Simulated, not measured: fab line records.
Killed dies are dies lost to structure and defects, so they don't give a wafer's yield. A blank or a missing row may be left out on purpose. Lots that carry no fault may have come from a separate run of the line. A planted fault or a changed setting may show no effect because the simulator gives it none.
Which tool was responsible? :: flow sky130 :: Sampling: 11 lots, 33 wafers, 7 of 708 route steps

WHAT THE GAUGES SHOWED, per wafer
SKY_LDD_HVN_TW_MEAS_10.
lot: L999
measured: day 21 08:35
on: film_metro-04
LDD_HVN_TW: 1432 1439 1435

lot: L100
measured: day 21 22:32
on: film_metro-04
LDD_HVN_TW: 1438 1439 1434

lot: L101
measured: day 21 22:37
on: film_metro-01
LDD_HVN_TW: 1419 1421 1420

lot: L102
measured: day 22 12:28
on: film_metro-04
LDD_HVN_TW: 1438 1443 1440

lot: L110
measured: day 25 21:41
on: film_metro-01
LDD_HVN_TW: 1412 1420 1415

lot: L109
measured: day 25 23:26
on: film_metro-01
LDD_HVN_TW: 1414 1410 1415

lot: L111
measured: day 26 09:07
on: film_metro-01
LDD_HVN_TW: 1459 1453 1449

lot: L113
measured: day 27 00:59
on: film_metro-04
LDD_HVN_TW: 1429 1439 1431

lot: L115
measured: day 27 13:28
on: film_metro-01
LDD_HVN_TW: 1435 1449 1454

lot: L114
measured: day 27 14:41
on: film_metro-04
LDD_HVN_TW: 1432 1431 1428

lot: L116
measured: day 27 14:49
on: film_metro-02
LDD_HVN_TW: 1438 1443 1438

SKY_LDD_LDN_TW_MEAS_13.
lot: L999
measured: day 23 22:05
on: film_metro-01
LDD_LDN_TW: 1459 1453 1466

lot: L100
measured: day 24 10:55
on: film_metro-01
LDD_LDN_TW: 1458 1457 1458

lot: L101
measured: day 24 11:13
on: film_metro-01
LDD_LDN_TW: 1465 1455 1459

lot: L102
measured: day 25 01:08
on: film_metro-04
LDD_LDN_TW: 1478 1482 1483

lot: L110
measured: day 28 09:05
on: film_metro-03
LDD_LDN_TW: 1474 1479 1484

lot: L109
measured: day 28 10:56
on: film_metro-01
LDD_LDN_TW: 1492 1499 1493

lot: L111
measured: day 28 19:31
on: film_metro-03
LDD_LDN_TW: 1481 1476 1480

lot: L113
measured: day 29 10:20
on: film_metro-03
LDD_LDN_TW: 1476 1478 1476

lot: L115
measured: day 29 21:52
on: film_metro-04
LDD_LDN_TW: 1475 1469 1484

lot: L114
measured: day 29 23:09
on: film_metro-03
LDD_LDN_TW: 1481 1475 1480

lot: L116
measured: day 30 00:14
on: film_metro-03
LDD_LDN_TW: 1485 1480 1489

SKY_SD_P_CD_MEAS_07 targets a cd of 380 nm.
lot: L999
measured: day 26 11:03
on: cd_sem-01
cd_nm (nm): 378.6 381.2 380.4

lot: L100
measured: day 27 00:22
on: cd_sem-02
cd_nm (nm): 378.9 377.4 377.5

lot: L101
measured: day 27 00:35
on: cd_sem-02
cd_nm (nm): 378.6 378.2 378.4

lot: L102
measured: day 27 14:05
on: cd_sem-01
cd_nm (nm): 379.2 381.0 380.8

lot: L110
measured: day 30 19:44
on: cd_sem-02
cd_nm (nm): 382.9 383.2 381.8

lot: L109
measured: day 30 20:13
on: cd_sem-01
cd_nm (nm): 383.3 384.4 384.7

lot: L111
measured: day 31 04:26
on: cd_sem-01
cd_nm (nm): 378.1 376.0 380.0

lot: L113
measured: day 31 21:57
on: cd_sem-01
cd_nm (nm): 373.5 374.6 374.3

lot: L115
measured: day 32 06:41
on: cd_sem-02
cd_nm (nm): 381.9 381.8 379.4

lot: L114
measured: day 32 09:30
on: cd_sem-02
cd_nm (nm): 378.4 379.1 379.1

lot: L116
measured: day 32 10:04
on: cd_sem-01
cd_nm (nm): 381.4 382.7 382.9

SKY_SD_P_TW_MEAS_11.
lot: L999
measured: day 26 11:27
on: film_metro-02
SD_P_TW: 2846 2838 2830

lot: L100
measured: day 27 00:46
on: film_metro-02
SD_P_TW: 3117 3117 3133 3114 3117 3111

lot: L101
measured: day 27 00:59
on: film_metro-02
SD_P_TW: 3128 3119 3111 3130 3120 3112

lot: L102
measured: day 27 14:29
on: film_metro-01
SD_P_TW: 3116 3156 3147 3148 3139 3123

lot: L110
measured: day 30 20:08
on: film_metro-02
SD_P_TW: 2833 2841 2824

lot: L109
measured: day 30 20:37
on: film_metro-04
SD_P_TW: 2798 2804 2820

lot: L111
measured: day 31 04:51
on: film_metro-04
SD_P_TW: 2843 2829 2819

lot: L113
measured: day 31 22:21
on: film_metro-01
SD_P_TW: 2842 2852 2826

lot: L115
measured: day 32 07:05
on: film_metro-02
SD_P_TW: 2808 2828 2828

lot: L114
measured: day 32 09:54
on: film_metro-01
SD_P_TW: 2833 2820 2827

lot: L116
measured: day 32 10:28
on: film_metro-04
SD_P_TW: 2791 2817 2803

SKY_SD_N_RS_MEAS_17: measures by four-point-probe.
lot: L999
measured: day 28 22:32
on: film_metro-02
SD_P_RS (ohm/sq): 147.0 146.9 146.7

lot: L100
measured: day 29 11:10
on: film_metro-02
SD_P_RS (ohm/sq): 122.4 122.6 122.5 122.5 122.1 122.7

lot: L101
measured: day 29 11:16
on: film_metro-04
SD_P_RS (ohm/sq): 122.7 122.8 122.7 122.8 122.4 122.6

lot: L102
measured: day 29 23:43
on: film_metro-04
SD_P_RS (ohm/sq): 122.4 122.7 122.5 122.4 122.6 122.8

lot: L110
measured: day 33 04:00
on: film_metro-02
SD_P_RS (ohm/sq): 146.7 146.7 146.6

lot: L109
measured: day 33 04:26
on: film_metro-01
SD_P_RS (ohm/sq): 146.7 147.2 147.1

lot: L111
measured: day 33 11:49
on: film_metro-01
SD_P_RS (ohm/sq): 146.9 146.8 147.2

lot: L113
measured: day 34 04:31
on: film_metro-01
SD_P_RS (ohm/sq): 147.0 147.1 146.3

lot: L115
measured: day 34 12:21
on: film_metro-01
SD_P_RS (ohm/sq): 147.0 146.6 147.0

lot: L114
measured: day 34 16:35
on: film_metro-02
SD_P_RS (ohm/sq): 147.3 146.8 146.5

lot: L116
measured: day 34 16:35
on: film_metro-01
SD_P_RS (ohm/sq): 146.9 146.2 146.8

TOOL THAT RAN EACH LOT (tool first, then ch and the chambers of the sampled wafers, then the start)
lot: L999
SKY_SD_P_IMPLANT_09: implanter-01 ch 0, day 26 11:13
SKY_SD_P_STRIP_10: plasma_asher-01 ch 0,1, day 26 11:20

lot: L100
SKY_SD_P_IMPLANT_09: implanter-01 ch 0, day 27 00:31
SKY_SD_P_STRIP_10: plasma_asher-01 ch 0, day 27 00:39

lot: L101
SKY_SD_P_IMPLANT_09: implanter-01 ch 0, day 27 00:44
SKY_SD_P_STRIP_10: plasma_asher-02 ch 0,1, day 27 00:53

lot: L102
SKY_SD_P_IMPLANT_09: implanter-01 ch 0, day 27 14:14
SKY_SD_P_STRIP_10: plasma_asher-03 ch 0,1, day 27 14:23

lot: L110
SKY_SD_P_IMPLANT_09: implanter-01 ch 0, day 30 19:53
SKY_SD_P_STRIP_10: plasma_asher-01 ch 0,1, day 30 20:02

lot: L109
SKY_SD_P_IMPLANT_09: implanter-01 ch 0, day 30 20:22
SKY_SD_P_STRIP_10: plasma_asher-02 ch 0,1, day 30 20:30

lot: L111
SKY_SD_P_IMPLANT_09: implanter-04 ch 0, day 31 04:36
SKY_SD_P_STRIP_10: plasma_asher-02 ch 0,1, day 31 04:45

lot: L113
SKY_SD_P_IMPLANT_09: implanter-04 ch 0, day 31 22:06
SKY_SD_P_STRIP_10: plasma_asher-02 ch 0,1, day 31 22:15

lot: L115
SKY_SD_P_IMPLANT_09: implanter-04 ch 0, day 32 06:50
SKY_SD_P_STRIP_10: plasma_asher-03 ch 0,1, day 32 06:59

lot: L114
SKY_SD_P_IMPLANT_09: implanter-01 ch 0, day 32 09:41
SKY_SD_P_STRIP_10: plasma_asher-01 ch 0,1, day 32 09:49

lot: L116
SKY_SD_P_IMPLANT_09: implanter-04 ch 0, day 32 10:13
SKY_SD_P_STRIP_10: plasma_asher-02 ch 0,1, day 32 10:22
- SKY_SD_P_IMPLANT_09
- SKY_SD_P_STRIP_10: strips in O2/N2.

WHAT THE TOOLS THEMSELVES READ (means of the sampled wafers that have a number; where no wafer has one, the mark that the record gives instead)
SKY_SD_P_IMPLANT_09.
lot: L999
tool: implanter-01
beam_energy_keV: 20.006

lot: L100
tool: implanter-01
beam_energy_keV: 28.907

lot: L101
tool: implanter-01
beam_energy_keV: 28.907

lot: L102
tool: implanter-01
beam_energy_keV: 28.913

lot: L110
tool: implanter-01
beam_energy_keV: 19.998

lot: L109
tool: implanter-01
beam_energy_keV: 19.994

lot: L111
tool: implanter-04
beam_energy_keV: 20.000

lot: L113
tool: implanter-04
beam_energy_keV: 20.011

lot: L115
tool: implanter-04
beam_energy_keV: 19.997

lot: L114
tool: implanter-01
beam_energy_keV: 20.000

lot: L116
tool: implanter-04
beam_energy_keV: 19.997

SKY_SD_P_STRIP_10.
lot: L999
tool: plasma_asher-01
drypump_motor_current_A (A): 5.5
n2_flow_sccm (sccm): 299.4
oes_product_au (a.u.): 0.618
strip_time_to_endpoint_s (s): 17.53

lot: L100
tool: plasma_asher-01
drypump_motor_current_A (A): 6.4
n2_flow_sccm (sccm): 299.8
oes_product_au (a.u.): 0.591
strip_time_to_endpoint_s (s): 18.88

lot: L101
tool: plasma_asher-02
drypump_motor_current_A (A): 6.0
n2_flow_sccm (sccm): 301.0
oes_product_au (a.u.): 0.590
strip_time_to_endpoint_s (s): 18.81

lot: L102
tool: plasma_asher-03
drypump_motor_current_A (A): 5.8
n2_flow_sccm (sccm): 300.5
oes_product_au (a.u.): 0.594
strip_time_to_endpoint_s (s): 18.87

lot: L110
tool: plasma_asher-01
drypump_motor_current_A (A): 5.5
n2_flow_sccm (sccm): 300.3
oes_product_au (a.u.): 0.617
strip_time_to_endpoint_s (s): 17.51

lot: L109
tool: plasma_asher-02
drypump_motor_current_A (A): 6.0
n2_flow_sccm (sccm): 300.0
oes_product_au (a.u.): 0.613
strip_time_to_endpoint_s (s): 17.48

lot: L111
tool: plasma_asher-02
drypump_motor_current_A (A): 5.7
n2_flow_sccm (sccm): 299.9
oes_product_au (a.u.): 0.621
strip_time_to_endpoint_s (s): 17.48

lot: L113
tool: plasma_asher-02
drypump_motor_current_A (A): 6.0
n2_flow_sccm (sccm): 299.4
oes_product_au (a.u.): 0.624
strip_time_to_endpoint_s (s): 17.47

lot: L115
tool: plasma_asher-03
drypump_motor_current_A (A): 5.8
n2_flow_sccm (sccm): 299.9
oes_product_au (a.u.): 0.612
strip_time_to_endpoint_s (s): 17.48

lot: L114
tool: plasma_asher-01
drypump_motor_current_A (A): 5.5
n2_flow_sccm (sccm): 300.3
oes_product_au (a.u.): 0.618
strip_time_to_endpoint_s (s): 17.43

lot: L116
tool: plasma_asher-02
drypump_motor_current_A (A): 6.1
n2_flow_sccm (sccm): 299.0
oes_product_au (a.u.): 0.618
strip_time_to_endpoint_s (s): 17.46

THE ANSWER, worked out from the rows above alone
Rule: what is usual is taken from the lots themselves. The widest of any qualifying gaps counts: lots, ordered by their means at a reading, are off when they make up no more than a third of the lots, leave a main group of 4 or more, and stand apart from it by 3 or more times the standard deviation of that group's means. A main group is skipped when, at the precision printed for the reading in the tables above, its means are all equal. Also off: a lot with no number at a reading for which 4 or more lots have one. All remaining lots with rows at the step are treated as sound. First the gauges in route order, then the tools' own readings, where a lot's mean is used as printed above. At the first step where some lot is off, the reading lying furthest off is the one used; lots without a number count as furthest.
Off: at SKY_SD_P_TW_MEAS_11 (SD_P_TW), L100, L101, L102. For the main group the mean is 2825 and the standard deviation 13.
A tool fits if, at a process step before that reading, it ran every lot that is off, and no sound lot after the first of them. The gauges at SKY_SD_P_TW_MEAS_11 aren't tried: what is off there is off at SKY_SD_P_IMPLANT_09 too, on other tools, and a gauge's error can't cause that. Of those tried, none fits.

WHAT WAS PUT IN BY THE SIMULATOR
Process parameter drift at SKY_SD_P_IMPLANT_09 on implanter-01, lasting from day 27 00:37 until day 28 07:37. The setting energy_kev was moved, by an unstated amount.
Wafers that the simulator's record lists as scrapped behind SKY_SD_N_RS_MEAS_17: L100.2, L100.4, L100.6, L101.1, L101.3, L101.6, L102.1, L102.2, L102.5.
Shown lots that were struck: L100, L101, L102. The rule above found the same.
